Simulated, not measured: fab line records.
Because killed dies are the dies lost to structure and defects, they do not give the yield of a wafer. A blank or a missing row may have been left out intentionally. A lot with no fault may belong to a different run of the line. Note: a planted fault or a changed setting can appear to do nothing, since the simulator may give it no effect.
fab line records	flow gf180mcu
[record] lots = 24	wafers = 72	last_day = 34
route steps=602 shown V1@349 M2@365 V2@383 V4@477 V5@545
lots that met no fault: from a run of the same line without faults
start_h: hours from the record's first day to the start of the lot's first wafer shown	wait_h: hours from the lot's prior step to this one	" as in the row above	L1.1+2: a row that stands for several wafers	- value missing, or start not given	* or withheld: withheld	< > ~ a bound
route shown NAME@n: names a module that has steps shown in the file, with the first one's number in the route	usual: mean and standard deviation over wafers with no fault	same: alike in all rows	chamber/n: place in a boat	sites: per-site readings	_std_site: how widely they spread, as a standard deviation	_edge_site: mean of outer sites minus mean of inner sites	radius_mm: for every site, how far away it sits from the centre of the wafer	mask NAME#n: copy n	behind: the tool/chamber that last shaped the wafer	hold: reason for holding the lot/hours on hold/outcome of the hold	device: the transistor (n, p or np) that didn't switch	end of line: tests run on the same wafers once the route is complete	for a step that has no rows: nothing shown but its recipe	killed: at the first sort, the dies lost to defects and structure; wafer yield is something else	map: per-die view of a wafer (x killed, . not killed, _ where there is no die)
set.NAME: the setting the step ran with; set.NAME@STEP: the setting that earlier step ran with	model.NAME: the simulator's own value behind a step, which no gauge read
route steps across a sampled set of lots; one table per step, one row per wafer
services: when a tool's chamber went out of use (start_h, in hours from the record's first day, below 0 if earlier), for how many hours, and the reason
[[steps]]
[step GF_V1_CD_MEAS_14]
[recipe] target_cd_nm = 260
[usual] cd_nm = 259.6/1.1
lot.wafer	tool	chamber	start_h	wait_h	cd_nm
L074.1	cd_sem-02	-	410.17	0.1	260.1
L074.4	"	-	"	"	260.8
L074.6	"	-	"	"	260.1
L075.1	cd_sem-01	-	426.82	0.1	257.3
L075.3	"	-	"	"	259.3
L075.5	"	-	"	"	258.0
L076.1	cd_sem-01	-	430.80	0.3	258.5
L076.4	"	-	"	"	258.6
L076.6	"	-	"	"	260.5
L077.1	cd_sem-01	-	437.52	0.1	259.9
L077.3	"	-	"	"	258.7
L077.4	"	-	"	"	259.2
L078.3	cd_sem-02	-	452.06	0.1	260.7
L078.4	"	-	"	"	259.7
L078.5	"	-	"	"	260.1
L079.3	cd_sem-02	-	457.16	0.1	259.6
L079.5	"	-	"	"	257.2
L079.6	"	-	"	"	258.7
L080.3	cd_sem-01	-	474.76	0.1	258.4
L080.5	"	-	"	"	258.7
L080.6	"	-	"	"	258.6
L081.1	cd_sem-01	-	480.59	0.1	260.6
L081.3	"	-	"	"	260.3
L081.6	"	-	"	"	259.7
L082.3	cd_sem-02	-	485.48	0.1	260.6
L082.4	"	-	"	"	260.1
L082.5	"	-	"	"	260.7
L083.1	cd_sem-01	-	488.92	0.1	259.3
L083.4	"	-	"	"	260.4
L083.6	"	-	"	"	261.1
L084.1	cd_sem-02	-	507.22	0.1	257.9
L084.2	"	-	"	"	258.4
L084.6	"	-	"	"	258.2
L085.1	cd_sem-02	-	510.17	0.1	261.2
L085.3	"	-	"	"	260.2
L085.6	"	-	"	"	260.4
L086.1	cd_sem-01	-	513.72	0.1	258.5
L086.4	"	-	"	"	258.8
L086.6	"	-	"	"	258.8
L087.1	cd_sem-01	-	529.12	0.1	262.3
L087.5	"	-	"	"	261.2
L087.6	"	-	"	"	261.9
L088.2	cd_sem-02	-	537.30	0.1	260.3
L088.4	"	-	"	"	260.3
L088.5	"	-	"	"	259.0
L089.3	cd_sem-02	-	557.26	0.1	260.5
L089.4	"	-	"	"	259.4
L089.6	"	-	"	"	258.4
L090.3	cd_sem-02	-	558.31	0.1	259.6
L090.5	"	-	"	"	259.9
L090.6	"	-	"	"	261.2
L091.2	cd_sem-02	-	560.55	0.1	258.1
L091.4	"	-	"	"	259.0
L091.5	"	-	"	"	257.8
L092.1	cd_sem-01	-	575.87	0.1	259.3
L092.2	"	-	"	"	257.7
L092.3	"	-	"	"	259.5
L094.1	cd_sem-01	-	583.27	0.1	258.9
L094.2	"	-	"	"	258.5
L094.3	"	-	"	"	258.6
L093.1	cd_sem-02	-	583.52	0.1	258.7
L093.2	"	-	"	"	260.2
L093.6	"	-	"	"	259.6
L095.1	cd_sem-01	-	588.12	0.1	261.9
L095.4	"	-	"	"	261.7
L095.6	"	-	"	"	259.7
L096.1	cd_sem-01	-	601.48	0.1	260.9
L096.2	"	-	"	"	261.1
L096.3	"	-	"	"	259.5
L097.1	cd_sem-02	-	605.37	0.1	259.1
L097.3	"	-	"	"	259.5
L097.4	"	-	"	"	259.5
[step GF_M2_SPUTTER_03]
[recipe] material = Ti	target_thk_nm = 10	substrate_temp_c = 300	chamber_pressure_pa = 0.3	power_w = 3000	time_s = 6.7
[usual] throttle_valve_pct = 30.2/0.75
lot.wafer	tool	chamber	start_h	wait_h	throttle_valve_pct
L074.1	pvd_sputter-01	-	411.85	0.0	29.5
L074.4	"	-	"	"	32.1
L074.6	"	-	"	"	32.0
L075.1	pvd_sputter-04	-	428.52	0.0	30.2
L075.3	"	-	"	"	30.8
L075.5	"	-	"	"	30.4
L076.1	pvd_sputter-02	-	432.54	0.0	31.3
L076.4	"	-	"	"	30.2
L076.6	"	-	"	"	31.2
L077.1	pvd_sputter-04	-	439.23	0.0	30.1
L077.3	"	-	"	"	30.3
L077.4	"	-	"	"	30.5
L078.3	pvd_sputter-04	-	453.69	0.0	30.4
L078.4	"	-	"	"	30.5
L078.5	"	-	"	"	30.5
L079.3	pvd_sputter-01	-	458.79	0.0	32.2
L079.5	"	-	"	"	30.2
L079.6	"	-	"	"	29.3
L080.3	pvd_sputter-01	-	476.52	0.0	31.8
L080.5	"	-	"	"	30.3
L080.6	"	-	"	"	30.3
L081.1	pvd_sputter-02	-	482.47	0.0	29.5
L081.3	"	-	"	"	31.5
L081.6	"	-	"	"	29.8
L082.3	pvd_sputter-04	-	487.56	0.0	29.7
L082.4	"	-	"	"	30.3
L082.5	"	-	"	"	29.8
L083.1	pvd_sputter-02	-	490.72	0.0	29.0
L083.4	"	-	"	"	29.7
L083.6	"	-	"	"	29.1
L084.1	pvd_sputter-04	-	508.93	0.0	30.8
L084.2	"	-	"	"	30.2
L084.6	"	-	"	"	29.9
L085.1	pvd_sputter-04	-	511.84	0.0	30.4
L085.3	"	-	"	"	29.9
L085.6	"	-	"	"	30.1
L086.1	pvd_sputter-01	-	515.73	0.0	30.4
L086.4	"	-	"	"	29.6
L086.6	"	-	"	"	30.1
L087.1	pvd_sputter-02	-	531.00	0.0	31.4
L087.5	"	-	"	"	30.2
L087.6	"	-	"	"	31.3
L088.2	pvd_sputter-04	-	538.96	0.0	30.2
L088.4	"	-	"	"	30.6
L088.5	"	-	"	"	30.3
L089.3	pvd_sputter-01	-	558.89	0.0	29.3
L089.4	"	-	"	"	32.0
L089.6	"	-	"	"	30.2
L090.3	pvd_sputter-02	-	560.06	0.0	30.3
L090.5	"	-	"	"	31.3
L090.6	"	-	"	"	29.2
L091.2	pvd_sputter-02	-	562.21	0.0	28.9
L091.4	"	-	"	"	29.5
L091.5	"	-	"	"	29.1
L092.1	pvd_sputter-02	-	577.54	0.0	29.4
L092.2	"	-	"	"	30.1
L092.3	"	-	"	"	31.5
L094.1	pvd_sputter-04	-	584.94	0.0	29.8
L094.2	"	-	"	"	30.2
L094.3	"	-	"	"	30.6
L093.1	pvd_sputter-02	-	585.22	0.0	31.1
L093.2	"	-	"	"	29.8
L093.6	"	-	"	"	29.1
L095.1	pvd_sputter-04	-	589.79	0.0	30.3
L095.4	"	-	"	"	29.9
L095.6	"	-	"	"	30.5
L096.1	pvd_sputter-02	-	603.16	0.0	31.5
L096.2	"	-	"	"	30.1
L096.3	"	-	"	"	29.7
L097.1	pvd_sputter-02	-	607.07	0.0	29.6
L097.3	"	-	"	"	29.3
L097.4	"	-	"	"	30.3
[step GF_V2_THK_MEAS_01]
[recipe] reads = SiO2_of_V2_CVD_00
[usual] V2_CVD_00_THK = 597/6.5
lot.wafer	tool	chamber	start_h	wait_h	V2_CVD_00_THK[nm]
L074.1	film_metro-01	-	435.80	0.0	597
L074.4	"	-	"	"	601
L074.6	"	-	"	"	603
L075.1	film_metro-04	-	453.62	0.0	602
L075.3	"	-	"	"	585
L075.5	"	-	"	"	599
L076.1	film_metro-04	-	457.54	0.0	601
L076.4	"	-	"	"	596
L076.6	"	-	"	"	606
L077.1	film_metro-03	-	464.16	0.0	601
L077.3	"	-	"	"	602
L077.4	"	-	"	"	597
L078.3	film_metro-01	-	478.59	0.1	606
L078.4	"	-	"	"	605
L078.5	"	-	"	"	605
L079.3	film_metro-03	-	484.31	0.1	585
L079.5	"	-	"	"	587
L079.6	"	-	"	"	594
L080.3	film_metro-03	-	500.99	0.1	588
L080.5	"	-	"	"	596
L080.6	"	-	"	"	584
L081.1	film_metro-03	-	507.09	0.0	593
L081.3	"	-	"	"	606
L081.6	"	-	"	"	598
L082.3	film_metro-04	-	512.04	0.1	602
L082.4	"	-	"	"	600
L082.5	"	-	"	"	588
L083.1	film_metro-03	-	515.15	0.0	605
L083.4	"	-	"	"	604
L083.6	"	-	"	"	601
L084.1	film_metro-03	-	532.72	0.1	602
L084.2	"	-	"	"	603
L084.6	"	-	"	"	610
L085.1	film_metro-01	-	536.10	0.0	591
L085.3	"	-	"	"	598
L085.6	"	-	"	"	603
L086.1	film_metro-04	-	539.51	0.0	600
L086.4	"	-	"	"	588
L086.6	"	-	"	"	595
L087.1	film_metro-03	-	554.32	0.0	592
L087.5	"	-	"	"	583
L087.6	"	-	"	"	592
L088.2	film_metro-01	-	562.09	0.0	596
L088.4	"	-	"	"	588
L088.5	"	-	"	"	593
L089.3	film_metro-03	-	581.45	0.1	602
L089.4	"	-	"	"	602
L089.6	"	-	"	"	594
L090.3	film_metro-04	-	582.71	0.1	595
L090.5	"	-	"	"	597
L090.6	"	-	"	"	598
L091.2	film_metro-01	-	585.29	0.0	592
L091.4	"	-	"	"	597
L091.5	"	-	"	"	596
L092.1	film_metro-01	-	599.80	0.0	591
L092.2	"	-	"	"	592
L092.3	"	-	"	"	585
L094.1	film_metro-04	-	606.81	0.0	595
L094.2	"	-	"	"	585
L094.3	"	-	"	"	593
L093.1	film_metro-04	-	607.19	0.0	610
L093.2	"	-	"	"	604
L093.6	"	-	"	"	610
L095.1	film_metro-04	-	611.38	0.0	600
L095.4	"	-	"	"	599
L095.6	"	-	"	"	599
L096.1	film_metro-01	-	624.68	0.0	601
L096.2	"	-	"	"	599
L096.3	"	-	"	"	592
L097.1	film_metro-04	-	628.55	0.0	595
L097.3	"	-	"	"	604
L097.4	"	-	"	"	597
[step GF_V4_THK_MEAS_01]
[recipe] reads = SiO2_of_V4_CVD_00
[usual] V4_CVD_00_THK = 600/5.5
lot.wafer	tool	chamber	start_h	wait_h	V4_CVD_00_THK[nm]
L074.1	film_metro-04	-	536.71	0.0	611
L074.4	"	-	"	"	599
L074.6	"	-	"	"	598
L075.1	film_metro-04	-	552.47	0.0	605
L075.3	"	-	"	"	611
L075.5	"	-	"	"	602
L076.1	film_metro-04	-	557.77	0.0	596
L076.4	"	-	"	"	608
L076.6	"	-	"	"	601
L077.1	film_metro-03	-	562.79	0.1	601
L077.3	"	-	"	"	608
L077.4	"	-	"	"	599
L078.3	film_metro-01	-	575.05	0.1	593
L078.4	"	-	"	"	598
L078.5	"	-	"	"	588
L079.3	film_metro-01	-	581.76	0.1	605
L079.5	"	-	"	"	604
L079.6	"	-	"	"	604
L080.3	film_metro-03	-	596.38	0.1	604
L080.5	"	-	"	"	598
L080.6	"	-	"	"	610
L081.1	film_metro-04	-	602.63	0.0	603
L081.3	"	-	"	"	595
L081.6	"	-	"	"	599
L082.3	film_metro-03	-	606.13	0.1	599
L082.4	"	-	"	"	600
L082.5	"	-	"	"	597
L083.1	film_metro-03	-	609.69	0.0	595
L083.4	"	-	"	"	603
L083.6	"	-	"	"	592
L084.1	film_metro-04	-	624.78	0.0	604
L084.2	"	-	"	"	600
L084.6	"	-	"	"	603
L085.1	film_metro-04	-	629.24	0.1	604
L085.3	"	-	"	"	601
L085.6	"	-	"	"	608
L086.1	film_metro-01	-	632.16	0.0	594
L086.4	"	-	"	"	593
L086.6	"	-	"	"	589
L087.1	film_metro-01	-	645.05	0.0	602
L087.5	"	-	"	"	604
L087.6	"	-	"	"	597
L088.2	film_metro-04	-	652.60	0.0	589
L088.4	"	-	"	"	596
L088.5	"	-	"	"	597
L089.3	film_metro-01	-	669.46	0.1	589
L089.4	"	-	"	"	590
L089.6	"	-	"	"	593
L090.3	film_metro-01	-	670.31	0.1	597
L090.5	"	-	"	"	605
L090.6	"	-	"	"	595
L091.2	film_metro-01	-	672.38	0.0	605
L091.4	"	-	"	"	604
L091.5	"	-	"	"	608
L092.1	film_metro-01	-	684.73	0.0	609
L092.2	"	-	"	"	604
L092.3	"	-	"	"	606
L094.1	film_metro-01	-	692.26	0.0	600
L094.2	"	-	"	"	597
L094.3	"	-	"	"	600
L093.1	film_metro-03	-	692.70	0.0	605
L093.2	"	-	"	"	598
L093.6	"	-	"	"	605
L095.1	film_metro-01	-	695.25	0.0	598
L095.4	"	-	"	"	598
L095.6	"	-	"	"	599
L096.1	film_metro-03	-	706.92	0.0	598
L096.2	"	-	"	"	608
L096.3	"	-	"	"	597
L097.1	film_metro-03	-	710.89	0.0	608
L097.3	"	-	"	"	598
L097.4	"	-	"	"	603
[step GF_V5_BOW_MEAS_05]
[recipe] mode = bow
[usual] V5_BOW = 132/11
lot.wafer	tool	chamber	start_h	wait_h	V5_BOW[um]
L074.1	film_metro-02	-	606.25	0.1	152
L074.4	"	-	"	"	151
L074.6	"	-	"	"	151
L075.1	film_metro-01	-	620.99	0.1	143
L075.3	"	-	"	"	132
L075.5	"	-	"	"	140
L076.1	film_metro-02	-	625.52	0.1	143
L076.4	"	-	"	"	137
L076.6	"	-	"	"	128
L077.1	film_metro-01	-	631.34	0.2	145
L077.3	"	-	"	"	147
L077.4	"	-	"	"	135
L078.3	film_metro-02	-	640.49	0.1	132
L078.4	"	-	"	"	119
L078.5	"	-	"	"	123
L079.3	film_metro-02	-	649.02	0.1	132
L079.5	"	-	"	"	128
L079.6	"	-	"	"	138
L080.3	film_metro-02	-	659.77	0.2	127
L080.5	"	-	"	"	131
L080.6	"	-	"	"	139
L081.1	film_metro-02	-	666.98	0.2	142
L081.3	"	-	"	"	140
L081.6	"	-	"	"	138
L082.3	film_metro-02	-	670.65	0.3	144
L082.4	"	-	"	"	147
L082.5	"	-	"	"	141
L083.1	film_metro-02	-	673.87	0.2	119
L083.4	"	-	"	"	116
L083.6	"	-	"	"	118
L084.1	film_metro-04	-	687.90	0.2	114
L084.2	"	-	"	"	109
L084.6	"	-	"	"	111
L085.1	film_metro-04	-	691.07	0.2	142
L085.3	"	-	"	"	143
L085.6	"	-	"	"	139
L086.1	film_metro-02	-	694.06	0.2	135
L086.4	"	-	"	"	131
L086.6	"	-	"	"	130
L087.1	film_metro-02	-	705.11	0.2	136
L087.5	"	-	"	"	135
L087.6	"	-	"	"	127
L088.2	film_metro-02	-	713.41	0.2	120
L088.4	"	-	"	"	134
L088.5	"	-	"	"	123
L089.3	film_metro-01	-	729.02	0.3	114
L089.4	"	-	"	"	113
L089.6	"	-	"	"	106
L090.3	film_metro-02	-	729.61	0.1	121
L090.5	"	-	"	"	122
L090.6	"	-	"	"	128
L091.2	film_metro-04	-	731.84	0.2	149
L091.4	"	-	"	"	133
L091.5	"	-	"	"	136
L092.1	film_metro-02	-	742.59	0.2	124
L092.2	"	-	"	"	127
L092.3	"	-	"	"	121
L094.1	film_metro-01	-	750.79	0.1	146
L094.2	"	-	"	"	140
L094.3	"	-	"	"	133
L093.1	film_metro-01	-	751.72	0.2	136
L093.2	"	-	"	"	114
L093.6	"	-	"	"	140
L095.1	film_metro-01	-	752.80	0.1	149
L095.4	"	-	"	"	144
L095.6	"	-	"	"	150
L096.1	film_metro-04	-	760.85	0.2	134
L096.2	"	-	"	"	143
L096.3	"	-	"	"	121
L097.1	film_metro-02	-	765.32	0.1	124
L097.3	"	-	"	"	116
L097.4	"	-	"	"	118
[step GF_V5_ETCH_17]
[recipe] chemistry = C4F8/O2/Ar	mask_material = KrF	target = SiO2	stop_on = TiN	source_w = 1500	bias_w = 1200	pressure_mtorr = 40	c4f8_flow_sccm = withheld	O2_flow_sccm = 6	Ar_flow_sccm = 300	time_s = withheld	target_depth_a = 8550
[usual] oes_product_au = 0.860/0.0045
lot.wafer	tool	chamber	start_h	wait_h	oes_product_au
L074.1	rie_diel-04	1	-	-	0.854
L074.4	"	0	"	"	0.860
L074.6	"	3	"	"	0.865
L075.1	rie_diel-01	1	-	-	0.868
L075.3	"	3	"	"	0.853
L075.5	"	3	"	"	0.856
L076.1	rie_diel-03	0	-	-	0.855
L076.4	"	1	"	"	0.864
L076.6	"	1	"	"	0.854
L077.1	rie_diel-04	3	-	-	0.858
L077.3	"	2	"	"	0.860
L077.4	"	1	"	"	0.863
L078.3	rie_diel-04	0	-	-	0.856
L078.4	"	1	"	"	0.857
L078.5	"	3	"	"	0.866
L079.3	rie_diel-01	3	-	-	0.852
L079.5	"	2	"	"	0.855
L079.6	"	3	"	"	0.861
L080.3	rie_diel-04	0	-	-	0.856
L080.5	"	0	"	"	0.858
L080.6	"	1	"	"	0.858
L081.1	rie_diel-01	3	-	-	0.856
L081.3	"	2	"	"	0.864
L081.6	"	0	"	"	0.859
L082.3	rie_diel-03	0	-	-	0.864
L082.4	"	1	"	"	0.860
L082.5	"	3	"	"	0.860
L083.1	rie_diel-03	0	-	-	0.854
L083.4	"	1	"	"	0.865
L083.6	"	2	"	"	0.855
L084.1	rie_diel-01	0	-	-	0.863
L084.2	"	1	"	"	0.867
L084.6	"	0	"	"	0.864
L085.1	rie_diel-01	0	-	-	0.869
L085.3	"	1	"	"	0.856
L085.6	"	3	"	"	0.868
L086.1	rie_diel-03	1	-	-	0.865
L086.4	"	0	"	"	0.864
L086.6	"	1	"	"	0.858
L087.1	rie_diel-01	0	-	-	0.863
L087.5	"	2	"	"	0.861
L087.6	"	3	"	"	0.862
L088.2	rie_diel-03	2	-	-	0.861
L088.4	"	0	"	"	0.857
L088.5	"	1	"	"	0.853
L089.3	rie_diel-04	0	-	-	0.862
L089.4	"	1	"	"	0.856
L089.6	"	2	"	"	0.849
L090.3	rie_diel-03	0	-	-	0.861
L090.5	"	0	"	"	0.864
L090.6	"	2	"	"	0.859
L091.2	rie_diel-03	0	-	-	0.863
L091.4	"	0	"	"	0.858
L091.5	"	2	"	"	0.856
L092.1	rie_diel-03	3	-	-	0.858
L092.2	"	2	"	"	0.862
L092.3	"	1	"	"	0.859
L094.1	rie_diel-01	0	-	-	0.856
L094.2	"	1	"	"	0.859
L094.3	"	2	"	"	0.855
L093.1	rie_diel-01	1	-	-	0.861
L093.2	"	2	"	"	0.869
L093.6	"	1	"	"	0.863
L095.1	rie_diel-04	3	-	-	0.866
L095.4	"	2	"	"	0.865
L095.6	"	2	"	"	0.858
L096.1	rie_diel-04	3	-	-	0.863
L096.2	"	2	"	"	0.859
L096.3	"	0	"	"	0.860
L097.1	rie_diel-04	1	-	-	0.863
L097.3	"	3	"	"	0.861
L097.4	"	2	"	"	0.859
[[services]]
tool	chamber	start_h	hours	kind
rie_diel-01	-	401.08	1.0	repair
rie_diel-03	2	434.39	5.9	repair
pvd_sputter-02	-	438.13	4.8	repair
rie_diel-03	0	439.44	18.1	repair
rie_diel-03	3	459.76	4.3	repair
rie_diel-03	-	464.40	5.5	repair
pvd_sputter-02	-	499.30	2.0	repair
pvd_sputter-04	-	500.69	0.9	repair
rie_diel-01	-	501.26	0.3	repair
rie_diel-04	3	521.63	5.3	repair
rie_diel-04	0	528.81	12.8	repair
rie_diel-04	3	539.69	4.8	repair
rie_diel-04	0	557.96	1.7	repair
rie_diel-03	-	572.67	0.4	repair
rie_diel-03	-	573.09	14.6	pm
rie_diel-03	0	594.70	17.1	repair
rie_diel-03	2	611.11	3.4	repair
rie_diel-03	0	620.65	23.4	repair
rie_diel-01	1	626.16	10.0	repair
rie_diel-01	0	629.35	6.6	repair
rie_diel-03	2	648.44	2.6	repair
pvd_sputter-04	-	678.48	3.4	repair
pvd_sputter-02	-	689.42	6.8	repair
pvd_sputter-02	-	761.23	0.5	repair
[[key]]
fault none
